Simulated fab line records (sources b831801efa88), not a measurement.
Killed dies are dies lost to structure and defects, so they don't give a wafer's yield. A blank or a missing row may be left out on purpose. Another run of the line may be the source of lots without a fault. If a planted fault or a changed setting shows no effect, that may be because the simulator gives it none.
The tool behind it: which one? ; flow sky130 ; 24 lots, 72 wafers sampled, at 2 steps of a route of 708

## WHAT THE GAUGES SHOWED, per wafer
SKY_GATE_OXIDE_TW_MEAS_14.
lot;measured;on;GATE_OXIDE_TW
L074;day 13 18:34;film-metro-04;226 224 225
L075;day 14 02:04;film-metro-04;225 224 225
L076;day 14 08:43;film-metro-01;218 219 219
L078;day 15 03:36;film-metro-04;226 227 226
L077;day 15 04:28;film-metro-04;225 226 225
L079;day 15 15:28;film-metro-03;229 228 228
L080;day 16 05:16;film-metro-03;228 229 228
L081;day 16 18:13;film-metro-03;229 227 228
L082;day 16 18:31;film-metro-01;220 220 221
L083;day 17 03:35;film-metro-03;227 228 229
L084;day 17 09:22;film-metro-04;225 223 224
L085;day 18 01:44;film-metro-04;225 225 225
L086;day 18 19:49;film-metro-01;218 218 217
L087;day 18 19:58;film-metro-03;229 228 228
L088;day 19 11:44;film-metro-04;224 225 224
L090;day 19 20:46;film-metro-01;218 217 219
L089;day 19 21:05;film-metro-01;217 217 217
L091;day 20 02:20;film-metro-01;218 218 217
L092;day 20 14:27;film-metro-03;228 229 229
L093;day 20 14:45;film-metro-04;224 224 224
L095;day 21 09:10;film-metro-03;229 227 229
L094;day 21 14:56;film-metro-04;225 224 224
L096;day 21 17:10;film-metro-01;216 217 217
L097;day 21 23:19;film-metro-03;229 229 228

SKY_LDD_P_CD_MEAS_07: target cd 380 nm.
lot;measured;on;cd-nm (nm)
L074;day 19 01:50;cd-sem-01;381.2 381.2 377.8
L075;day 19 01:59;cd-sem-02;377.0 379.8 379.9
L076;day 19 18:18;cd-sem-02;378.1 378.2 377.6
L078;day 20 13:45;cd-sem-01;380.8 382.8 382.3
L077;day 20 13:09;cd-sem-02;378.6 376.6 379.0
L079;day 21 07:25;cd-sem-01;380.1 382.7 381.5
L080;day 21 17:06;cd-sem-02;378.6 377.3 377.4
L081;day 22 08:02;cd-sem-01;379.5 380.5 378.7
L082;day 22 09:32;cd-sem-02;386.3 386.2 384.9
L083;day 22 19:25;cd-sem-02;378.8 379.8 378.2
L084;day 23 01:35;cd-sem-01;378.1 380.7 379.3
L085;day 23 15:18;cd-sem-02;379.2 378.4 380.8
L086;day 24 04:50;cd-sem-01;380.7 381.3 380.4
L087;day 24 06:42;cd-sem-01;380.0 380.5 380.4
L088;day 24 21:59;cd-sem-01;379.7 380.7 380.2
L090;day 25 07:08;cd-sem-01;380.3 379.6 377.0
L089;day 25 07:59;cd-sem-01;380.9 381.9 382.4
L091;day 25 09:50;cd-sem-01;378.9 377.0 381.0
L092;day 25 20:57;cd-sem-01;378.8 377.2 377.6
L093;day 26 00:33;cd-sem-01;374.8 375.5 375.5
L095;day 26 15:48;cd-sem-02;379.7 377.3 380.1
L094;day 26 23:42;cd-sem-02;381.4 379.5 377.8
L096;day 27 07:23;cd-sem-01;382.0 382.7 382.2
L097;day 27 07:07;cd-sem-01;375.5 375.2 375.9

## TOOL THAT RAN EACH LOT (tool first, then ch and the chambers of the sampled wafers, then the start)
Record: no process step prior to these readings.

## AS READ BY THE TOOLS THEMSELVES (means over the sampled wafers that have a number; for cases with no such wafer, the mark the record gives instead)
The record holds no such reading with a usual standard deviation.

## THE ANSWER, worked out from the rows above alone
Rule: usual is defined by the lots themselves. The widest of any qualifying gaps counts: lots, ordered by their means at a reading, are off when they make up no more than a third of the lots, leave a main group of 4 or more, and stand apart from it by 3 or more times the standard deviation of that group's means. Not used: any main group whose means are identical at the precision the tables above print for the reading. Also off: a lot with no number at a reading for which 4 or more lots have one. All remaining lots with rows at the step are treated as sound. After the gauges, taken in route order, come the tools' own readings; for these a lot's mean is taken, as printed above. At the first step where some lot is off, the reading lying furthest off is the one used; lots without a number count as furthest.
Across all readings shown, no lot is off: no conclusion can be drawn from this.

## WHAT THE SIMULATOR HAD INSERTED
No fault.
